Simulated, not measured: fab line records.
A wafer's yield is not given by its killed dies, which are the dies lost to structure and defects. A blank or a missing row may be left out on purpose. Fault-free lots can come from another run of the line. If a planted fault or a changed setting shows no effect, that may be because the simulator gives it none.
Comparing a struck lot with a sound one / flow sky130 / 29 out of 708 route steps
Sound: wafers L319.1, L319.3, L319.4. Wafers L323.2, L323.3, L323.4 were the ones struck. The cause is named last.
Order at every step that has rows: each side's tool, ch and its chambers, its first start. Under that, the readings that differ: sound wafers / struck wafers / difference of the means / sigmas: that difference in standard deviations of wafers without a fault.
alike: same words and numbers on both sides, and readings whose means sit less than 2 such deviations apart. not compared: any withheld reading, any reading some wafer has no value for, any bound like >300 that may hide the same value, and any number with overlapping values for which the record gives no deviation.
Wherever a step has rows on one side only, a row that says differs or no value, or a row with sigmas, the two part there. Numbers that don't overlap but have no deviation are shown without sigmas and don't part them. Lack of a reading on every wafer of one side parts them only where that side has two or more wafers.

first, 9 steps without rows for these wafers: SKY_METAL1_DEVELOP_14 (develop time 60 s); SKY_METAL1_DESCUM_17 (chemistry O2, time 8 s); SKY_METAL1_ETCH_18 (etches BARC in N2/H2, stops on SiO2, time 45.9 s, target depth 60 nm); SKY_METAL1_METAL_ETCH_19 (etches the open film in Cl2/BCl3, stops on SiO2, target depth 360 nm, time 78 s); SKY_METAL1_STRIP_20 (strips in O2/N2); SKY_METAL1_STRIP_21 (strips in post etch residue remover, time 1200 s); SKY_METAL1_CLEAN_22 (cleans in IPA, time 180 s); SKY_METAL1_CLEAN_23 (cleans in O3/DIW); SKY_VIA1_HDPCVD_00 (deposits SiO2, target thk 1030 nm, time 171.7 s).
SKY_VIA1_CMP_02: polishes SiO2.
  sound on cmp-01 ch 0,2,3, day 34 02:49; struck on cmp-01 ch 0,1,3, day 35 16:16
  no value came back on the struck wafers for edge-zone-pressure-frac, head-pressure-psi (psi), motor-current-A (A), slurry-flow-ml-min; on the sound wafers edge-zone-pressure-frac reads 0.996 1.007 0.991
reading=model.SiO2_of_VIA1_HDPCVD_00.thk-nm (nm); sound=343.5 343.9 343.5; struck=1036 1054 1057; difference=+705; sigmas=
SKY_VIA1_BOW_MEAS_03:
  sound on film-metro-04 at day 34 03:07; struck on film-metro-04 at day 35 16:35
reading=VIA1_BOW (um); sound=90 77 87; struck=110 106 108; difference=+23; sigmas=+3
then, 9 steps without rows for these wafers: SKY_VIA1_DEHYDRATE_04 (time 60 s); SKY_VIA1_HMDS_05 (prime time 60 s); SKY_VIA1_COAT_06 (resist thk 60.49 nm); SKY_VIA1_COAT_07 (resist thk 450 nm); SKY_VIA1_SOFTBAKE_08 (time 90 s); SKY_VIA1_EXPOSE_09 (exposes mask VIM, target cd 150 nm); SKY_VIA1_PEB_10; SKY_VIA1_DEVELOP_11 (develop time 60 s); SKY_VIA1_ETCH_14 (etches BARC in N2/H2, stops on SiO2, time 45.9 s, target depth 60 nm).
SKY_VIA1_ETCH_15: etches SiO2 in C4F8/O2/Ar, stops on TiN, target depth 351 nm, time 54 s.
  sound on rie-diel-01 ch 0,1, day 35 06:40; struck on rie-diel-02 ch 0,1,2, day 36 18:28
reading=oes-product-au (a.u.); sound=0.981 0.974 0.981; struck=1.620 1.645 1.647; difference=+0.659; sigmas=+99 or more
reading=model.etch.depth-nm (nm); sound=343.5 338.8 343.5; struck=348.8 354.8 358; difference=+11.9; sigmas=
reading=model.VIA1.feature-depth-nm (nm); sound=343.5 338.8 343.5; struck=348.8 354.8 358; difference=+11.9; sigmas=
  not compared: rf-hours-counter-h
then, 6 steps without rows for these wafers: SKY_VIA1_STRIP_16 (strips in O2/N2); SKY_VIA1_STRIP_17 (strips in post etch residue remover, time 1200 s); SKY_VIA1_CLEAN_18 (cleans in IPA, time 180 s); SKY_VIA1_CLEAN_19 (cleans in O3/DIW); SKY_VIA1_SPUTTER_20 (material TiN, target thk 20 nm, time 80 s); SKY_VIA1_CVD_21 (deposits W, target thk 270 nm, time 80.902 s).
SKY_VIA1_CMP_24: polishes, stops on SiO2, t overpolish 15 s, target thk 0 nm.
  sound on cmp-01 ch 0,1,2, day 35 08:01; struck on cmp-01 ch 0,1,3, day 36 19:26
reading=model.SiO2_of_VIA1_HDPCVD_00.thk-nm (nm); sound=340.3 340.7 340.4; struck=1033 1051 1054; difference=+706; sigmas=
  alike: edge-zone-pressure-frac, head-pressure-psi, motor-current-A, slurry-flow-ml-min
-- the record jumps here: 11 days lie between the struck wafers' starts before and after (it left off in module VIA1 and takes up again in module PAD_OPEN, whose first step shown is number 708 of the route) --
SKY_PAD_OPEN_PROBE_99:
  sound on prober-02 at day 46 22:13; struck on prober-01 at day 47 23:12
reading=defect-limited-yield (%); sound=83.5 85.6 81.1; struck=0 0 0; difference=-83; sigmas=-44
reading=killed_at_M0_to_M3; sound=43 33 53; struck=448 457 457; difference=+411; sigmas=+57
reading=killed-dies; sound=81 71 93; struck=492 492 492; difference=+410; sigmas=+44
reading=killed-on-rim; sound=12 12 25; struck=96 96 96; difference=+80; sigmas=+22
reading=sort_bin_5_function (%); sound=9.1 6.3 12.2; struck=94.7 93.5 94.3; difference=+85.0; sigmas=+61
reading=sort-n-pass; sound=411 421 399; struck=0 0 0; difference=-410; sigmas=-44
reading=sort-yield-pct (%); sound=83.5 85.6 81.1; struck=0 0 0; difference=-83; sigmas=-44
  alike: killed_at_M4_up, killed-at-contacts, killed-at-front-end, killed-at-other, killed-open, killed-short, sort_bin_3_pad_short, sort_bin_6_memory

## WHERE THEY PART
First at SKY_VIA1_CMP_02; last, within this record, at SKY_PAD_OPEN_PROBE_99.

WHY: what the simulator had put in
Step skipped in full: cmp-01, at SKY_VIA1_CMP_02, from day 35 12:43 onward. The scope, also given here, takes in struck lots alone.
